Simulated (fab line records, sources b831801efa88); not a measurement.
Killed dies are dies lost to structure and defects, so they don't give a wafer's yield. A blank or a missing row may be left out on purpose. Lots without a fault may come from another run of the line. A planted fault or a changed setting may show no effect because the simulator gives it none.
One fault seen from 2 desks | flow sky130 | each desk has only its own numbers; what lay behind them comes last

THE METROLOGY DESK
What the gauges read, lot by lot, whatever tool the lot ran on: means of the sampled wafers that have a number. A lot is out of limits, marked OUT, if its mean lies more than 4 standard deviations from the usual mean; the brackets give that distance.
Columns: A = cd_nm at SKY_METAL2_CD_MEAS_15, usual 139.5 nm
lot  | first seen here | A
L338 | day 34 17:59    | 141.6
L339 | day 35 12:52    | 137.9
L340 | day 35 15:17    | 137.1
L341 | day 35 18:37    | 138.4
L342 | day 36 02:07    | 140.9
L343 | day 36 16:10    | 138.4
L344 | day 37 03:23    | 142.1
L345 | day 37 11:07    | 138.4
L349 | day 38 18:07    | 138.3
L358 | day 41 03:07    | 139.9
L359 | day 41 09:05    | 138.3
L360 | day 41 12:38    | 140.1
This desk's finding: nothing out of limits on any of the 12 lots.

THE TOOL OWNER'S DESK: wet_bench-01
The tool's own readings at SKY_GATE_OXIDE_WET_ETCH_12 (etches SiO2 in dHF, target depth 16.8 nm, time 336 s): means of the sampled wafers that have a number, for each lot that ran on this tool. A lot is out of limits, marked OUT, if its mean lies more than 4 standard deviations from the usual mean; the brackets give that distance.
Columns: A = run_length_s at SKY_GATE_OXIDE_WET_ETCH_12, usual 364 s
lot  | first seen here | A
L338 | day 13 12:26    | 362
L340 | day 14 07:20    | 362
L341 | day 14 13:47    | 370
L343 | day 15 11:26    | 361
L348 | day 17 01:47    | 199 (-41) OUT
L350 | day 18 00:05    | 207 (-39) OUT
L359 | day 21 02:32    | 369
This desk's finding: out of limits on L348, L350; first on L348, day 17 01:47 (run_length_s at SKY_GATE_OXIDE_WET_ETCH_12). In limits: L338, L340, L341, L343, L359.

PUT TOGETHER
The tool owner's desk could have raised an alarm at day 17 01:47, on L348, L350.
The metrology desk saw nothing out of limits.
The metrology desk has no number on record for L348, L350.
Of the lots named, all ran SKY_GATE_OXIDE_WET_ETCH_12 on wet_bench-01.

WHAT THE SIMULATOR HAD PUT IN
Process parameter drift: wet_bench-01, from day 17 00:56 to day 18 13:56, at SKY_GATE_OXIDE_WET_ETCH_12. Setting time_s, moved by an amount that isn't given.
Lots struck among those shown: L348, L350.
Hours from the fault's start to each desk's first reading out of limits: the tool owner's desk, 1.
